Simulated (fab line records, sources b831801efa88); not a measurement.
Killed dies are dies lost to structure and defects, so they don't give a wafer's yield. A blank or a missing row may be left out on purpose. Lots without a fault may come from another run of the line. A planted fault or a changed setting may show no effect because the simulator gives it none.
A struck lot beside a sound one | flow sky130 | 15 steps out of a route of 708
Sound: wafers L211.1, L211.2, L211.3. Struck: wafers L217.3, L217.5, L217.6. The cause comes at the end.
At each step with rows: each side's tool, then ch and its chambers, then its first start. Under that, the readings that differ: sound wafers | struck wafers | difference of the means | sigmas: that difference in standard deviations of wafers without a fault.
alike: readings whose means differ by less than 2 such deviations, and words and numbers that are the same on both sides. not compared: withheld readings, readings that some wafer has no value for, bounds like >300 that may hide the same value, and numbers for which the record gives no deviation and whose values overlap.
The two part at a step that has a row with sigmas, a row that says differs or no value, or rows on one side only. Numbers that don't overlap but have no deviation are shown without sigmas and don't part them. A reading that every wafer of one side lacks parts them only if that side has two wafers or more.

first, 4 steps without rows for these wafers: SKY_CONTACT_STRIP_19 (strips in O2/N2); SKY_CONTACT_STRIP_20 (strips in post etch residue remover, time 1200 s); SKY_CONTACT_CLEAN_21 (cleans in IPA, time 180 s); SKY_CONTACT_CLEAN_22 (cleans in O3/DIW).
SKY_CONTACT_SPUTTER_23: material TiN, target thk 20 nm, time 80 s.
  sound on pvd_sputter-04, day 34 01:14; struck on pvd_sputter-04, day 35 17:41
  alike: throttle_valve_pct
SKY_CONTACT_CVD_24: deposits W, target thk 340 nm, time 102.12 s.
  sound on cvd_w-01 ch 0,1, day 34 01:18; struck on cvd_w-01 ch 0,1, day 35 17:47
  alike: heater_power_w
SKY_CONTACT_RS_MEAS_25: measures by four-point-probe.
  sound on film_metro-02, day 34 01:25; struck on film_metro-04, day 35 17:53
  alike: CONTACT_W_RS
SKY_CONTACT_THK_MEAS_26: measures by xrf.
  sound on film_metro-02, day 34 01:32; struck on film_metro-04, day 35 17:59
  alike: CONTACT_W_THK
then, 1 step without rows for these wafers: SKY_CONTACT_CMP_27 (polishes, stops on SiO2, t overpolish 15 s, target thk 0 nm).
SKY_METAL1_SPUTTER_00: material Ti, target thk 15 nm, time 10 s.
  sound on pvd_sputter-01, day 34 01:53; struck on pvd_sputter-01, day 35 18:20
  alike: throttle_valve_pct
then, 1 step without rows for these wafers: SKY_METAL1_SPUTTER_01 (material TiN, target thk 20 nm, time 16.7 s).
SKY_METAL1_SPUTTER_02: material AlCu, target thk 250 nm, time 13.3 s.
  sound on pvd_sputter-01, day 34 01:56; struck on pvd_sputter-01, day 35 18:23
  alike: throttle_valve_pct
SKY_METAL1_SPUTTER_03: material Ti, target thk 5 nm, time 3.3 s.
  sound on pvd_sputter-01, day 34 01:58; struck on pvd_sputter-01, day 35 18:25
  reading                                   | sound            | struck            | difference | sigmas
  model.Ti_of_METAL1_SPUTTER_03.thk_nm (nm) | 5.038 5.03 4.862 | 5.373 5.329 5.224 | +0.332     |
  alike: throttle_valve_pct
SKY_METAL1_SPUTTER_04: material TiN, target thk 70 nm, time 58.3 s.
  sound on pvd_sputter-01, day 34 01:59; struck on pvd_sputter-01, day 35 18:25
  alike: throttle_valve_pct
-- the record jumps here: 13 days lie between the struck wafers' starts before and after (it left off in module METAL1 and takes up again in module PAD_OPEN, whose first step shown is number 708 of the route) --
SKY_PAD_OPEN_PROBE_99:
  the record has rows for the struck wafers here (prober-01, day 48 23:50) and none for the sound ones

WHERE THEY PART
Only at SKY_PAD_OPEN_PROBE_99, within this record.

WHY: what the simulator had put in
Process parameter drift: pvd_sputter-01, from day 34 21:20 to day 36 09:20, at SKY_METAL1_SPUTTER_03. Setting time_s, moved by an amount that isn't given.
